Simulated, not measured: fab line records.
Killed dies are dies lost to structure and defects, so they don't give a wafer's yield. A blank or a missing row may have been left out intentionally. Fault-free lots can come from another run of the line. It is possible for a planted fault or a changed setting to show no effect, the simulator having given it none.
Matching of chambers	flow gf180mcu	4 sister chambers for GF_V4_ETCH_16 on rieDiel-01
The step etches BARC in N2/H2. 18 wafers are shown with their chamber, then 9 later ones without.

## WAFERS, EACH WITH ITS CHAMBER
wafer	chamber	drypumpMotorCurrentA (A)	h2FlowSccm (sccm)	throttleValvePct (%)
L076.1	3	6.3	200.3	13.222
L076.4	1	5.1	199.5	13.236
L076.6	2	4.7	200.4	13.212
L080.1	0	6.0	199.2	13.229
L080.4	1	5.1	199.1	13.225
L080.5	3	6.3	200.6	13.213
L081.1	3	6.3	199.8	13.219
L081.2	0	5.9	200.6	13.226
L081.6	1	5.1	200.5	13.234
L084.2	3	6.3	200.2	13.215
L084.4	2	4.7	200.4	13.224
L084.6	1	5.1	200.3	13.214
L087.1	1	5.1	199.9	13.219
L087.3	0	5.9	201.1	13.222
L087.6	0	6.0	200.2	13.225
L088.1	0	5.9	199.2	13.212
L088.2	2	4.7	200.3	13.227
L088.6	2	4.7	200.6	13.233

SIGNATURES (means of the wafers above)
reading	chamber 0	chamber 1	chamber 2	chamber 3	scatter within a chamber
drypumpMotorCurrentA	5.940	5.100	4.700	6.300	0.0293
h2FlowSccm	200.060	199.860	200.425	200.225	0.571
throttleValvePct	13.22280	13.22560	13.22400	13.21725	0.00761
Rule: distance of a wafer from a chamber = root of the sum over the readings of ((wafer's reading minus chamber's mean) / reading's scatter) squared. The wafer belongs to the nearest chamber; if the next one is less than 2 further off, it can't be placed. The scatter: the root of (the sum of the squares of (reading less its chamber's mean) over the shown wafers, divided by (wafers less chambers)).

## WAFERS WHOSE CHAMBER IS MISSING
wafer	drypumpMotorCurrentA (A)	h2FlowSccm (sccm)	throttleValvePct (%)
L089.1	5.9	199.6	13.226
L089.4	6.3	201.0	13.221
L089.6	5.1	199.7	13.207
L091.1	5.1	199.9	13.233
L091.2	4.7	200.8	13.233
L091.3	5.9	200.4	13.228
L097.1	5.1	200.3	13.234
L097.2	4.7	199.3	13.218
L097.5	6.4	199.7	13.218

## WHICH CHAMBER EACH ONE RAN IN
wafer	from the rows above	in truth
L089.1	0	0
L089.4	3	3
L089.6	1	1
L091.1	1	1
L091.2	2	2
L091.3	0	0
L097.1	1	1
L097.2	2	2
L097.5	3	3
Placed correctly: 9 of 9. Number that these rows cannot place: 0. Wrongly placed: 0.
